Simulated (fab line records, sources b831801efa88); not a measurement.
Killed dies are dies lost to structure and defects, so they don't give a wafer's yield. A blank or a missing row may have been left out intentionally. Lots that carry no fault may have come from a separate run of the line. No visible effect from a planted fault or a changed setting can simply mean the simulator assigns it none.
Matching of chambers + flow sfq-line + rie-diel-01 running SFQ_TRILAYER_I0_VIA_BARC_OPEN_VIA_ETCH_046: 4 sister chambers
The step etches BARC in O2, target depth 125 nm, time 41.7 s. 14 wafers are shown with their chamber, then 7 later ones without.

## WAFERS, EACH WITH ITS CHAMBER
| wafer  | chamber | drypump-motor-current-A (A) | rf-fwd-power-W (W) | oes-product-au (a.u.) |
|--------|---------|-----------------------------|--------------------|-----------------------|
| L348.4 | 1       | 5.9                         | 493.5              | 0.681                 |
| L348.5 | 0       | 4.8                         | 493.9              | 0.679                 |
| L348.6 | 3       | 4.8                         | 495.6              | 0.682                 |
| L350.3 | 1       | 5.9                         | 495.7              | 0.691                 |
| L350.4 | 2       | 5.5                         | 492.0              | 0.682                 |
| L350.6 | 1       | 6.0                         | 495.7              | 0.681                 |
| L352.3 | 1       | 5.9                         | 494.8              | 0.685                 |
| L352.5 | 2       | 5.5                         | 492.7              | 0.692                 |
| L352.6 | 1       | 5.9                         | 495.0              | 0.681                 |
| L359.1 | 0       | 4.8                         | 493.9              | 0.682                 |
| L359.2 | 1       | 5.9                         | 492.3              | 0.683                 |
| L359.4 | 2       | 5.6                         | 496.0              | 0.685                 |
| L364.4 | 1       | 5.9                         | 495.5              | 0.680                 |
| L364.5 | 0       | 4.8                         | 492.4              | 0.685                 |

SIGNATURES (means of the wafers above)
| reading                 | chamber 0 | chamber 1 | chamber 2 | chamber 3 | scatter within a chamber |
|-------------------------|-----------|-----------|-----------|-----------|--------------------------|
| drypump-motor-current-A | 4.800     | 5.914     | 5.533     | 4.800     | 0.039                    |
| rf-fwd-power-W          | 493.400   | 494.643   | 493.567   | 495.600   | 1.43                     |
| oes-product-au          | 0.68200   | 0.68314   | 0.68633   | 0.68200   | 0.00399                  |
Rule: a wafer lies at a distance from a chamber equal to the root of the sum of squares, over the readings, of (its reading less the chamber's mean, divided by the reading's scatter). The wafer belongs to the nearest chamber; if the next one is less than 2 further off, it can't be placed. The scatter: the root of (the sum of the squares of (reading less its chamber's mean) over the shown wafers, divided by (wafers less chambers)).

## WAFERS WITHOUT THEIR CHAMBER
| wafer  | drypump-motor-current-A (A) | rf-fwd-power-W (W) | oes-product-au (a.u.) |
|--------|-----------------------------|--------------------|-----------------------|
| L364.6 | 4.8                         | 496.7              | 0.681                 |
| L366.1 | 4.8                         | 492.8              | 0.689                 |
| L366.2 | 5.9                         | 497.1              | 0.695                 |
| L366.4 | 5.6                         | 495.6              | 0.688                 |
| L367.2 | 4.8                         | 496.2              | 0.686                 |
| L367.3 | 5.9                         | 496.9              | 0.681                 |
| L367.5 | 5.9                         | 495.6              | 0.696                 |

## WHICH CHAMBER EACH ONE RAN IN
| wafer  | from the rows above     | in truth |
|--------|-------------------------|----------|
| L364.6 | can't be placed: 3 or 0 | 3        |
| L366.1 | can't be placed: 0 or 3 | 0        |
| L366.2 | 1                       | 1        |
| L366.4 | 2                       | 2        |
| L367.2 | can't be placed: 3 or 0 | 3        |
| L367.3 | 1                       | 1        |
| L367.5 | 1                       | 1        |
Correctly placed: 4 of 7. These rows do not allow placing 3 (true chamber among the candidates in 3). Placed wrongly: 0.
